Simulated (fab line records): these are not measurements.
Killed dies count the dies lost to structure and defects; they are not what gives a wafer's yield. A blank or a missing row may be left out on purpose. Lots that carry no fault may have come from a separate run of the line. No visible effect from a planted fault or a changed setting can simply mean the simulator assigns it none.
A single fault, viewed from 2 desks / flow gf180mcu / what lay behind the numbers comes last; until then each desk has only its own

## FOR THE TOOL OWNER'S DESK: rie_si-02
The tool's own readings at GF_POLY_GATE_ETCH_13 (etches poly-Si in HBr/Cl2, stops on SiO2, target depth 198.5 nm, time 69.6 s): means of the sampled wafers that have a number, for each lot that ran on this tool. A lot is out of limits, marked OUT, if its mean lies more than 4 standard deviations from the usual mean; the brackets give that distance.
Columns: A = drypump_motor_current_A at GF_POLY_GATE_ETCH_13, usual 5.5 A; B = oes_product_au at GF_POLY_GATE_ETCH_13, usual 0.990 a.u.; C = throttle_valve_pct at GF_POLY_GATE_ETCH_13, usual 33.684 %
lot=L943; first seen here=day 10 18:07; A=5.7; B=0.996; C=33.687
lot=L946; first seen here=day 11 10:54; A=5.6; B=0.980; C=33.691
lot=L953; first seen here=day 13 09:56; A=5.8; B=0.896 (-12) OUT; C=33.675
Finding of this desk: L953 out of limits; the first was L953 at day 13 09:56, on oes_product_au at GF_POLY_GATE_ETCH_13. L943, L946: within limits.

## AT THE METROLOGY DESK
Means of the sampled wafers that have a number, per lot and without regard to the tool the lot ran on: this is what the gauges read. A lot is out of limits, marked OUT, if its mean lies more than 4 standard deviations from the usual mean; the brackets give that distance.
Columns: A = VT_IMPLANT_TW at GF_VT_IMPLANT_TW_MEAS_10, usual 569.0; B = HV_LDD_OVL at GF_HV_LDD_OVL_MEAS_08, usual 0.5 nm; C = cd_nm at GF_HV_LDD_CD_MEAS_19, usual 399.9 nm
lot=L939; first seen here=day 5 13:13; A=567.4; B=0.6; C=403.4
lot=L940; first seen here=day 5 20:31; A=567.4; B=-0.7; C=401.7
lot=L942; first seen here=day 6 14:12; A=565.8; B=1.6; C=400.7
lot=L943; first seen here=day 6 23:55; A=569.4; B=-0.6; C=397.4
lot=L944; first seen here=day 7 01:20; A=566.6; B=0.7; C=398.6
lot=L945; first seen here=day 7 04:27; A=568.7; B=1.4; C=403.1
lot=L946; first seen here=day 7 13:29; A=572.1; B=-0.5; C=400.0
lot=L949; first seen here=day 8 05:34; A=568.5; B=0.8; C=398.9
lot=L953; first seen here=day 9 06:36; A=567.0; B=1.5; C=402.2
lot=L954; first seen here=day 9 12:02; A=568.8; B=-1.6; C=397.4
lot=L959; first seen here=day 10 20:25; A=570.6; B=1.3; C=402.9
lot=L961; first seen here=day 11 05:29; A=565.6; B=2.7; C=401.7
lot=L962; first seen here=day 11 18:19; A=570.1; B=-0.3; C=398.1
Finding of this desk: none of the 13 lots has anything out of limits.

## ALL TOGETHER
The tool owner's desk could have raised an alarm at day 13 09:56, on L953.
Metrology desk: nothing out of limits seen.
The metrology desk has L953 on record, within its limits.
The lots listed all ran GF_POLY_GATE_ETCH_13 on rie_si-02.

## WHAT THE SIMULATOR HAD PUT IN
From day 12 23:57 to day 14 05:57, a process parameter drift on rie_si-02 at GF_POLY_GATE_ETCH_13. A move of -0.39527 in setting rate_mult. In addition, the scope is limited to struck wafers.
Lots struck among those shown: L953.
Each desk's first reading out of limits, in hours after the fault started: the tool owner's desk, 10.
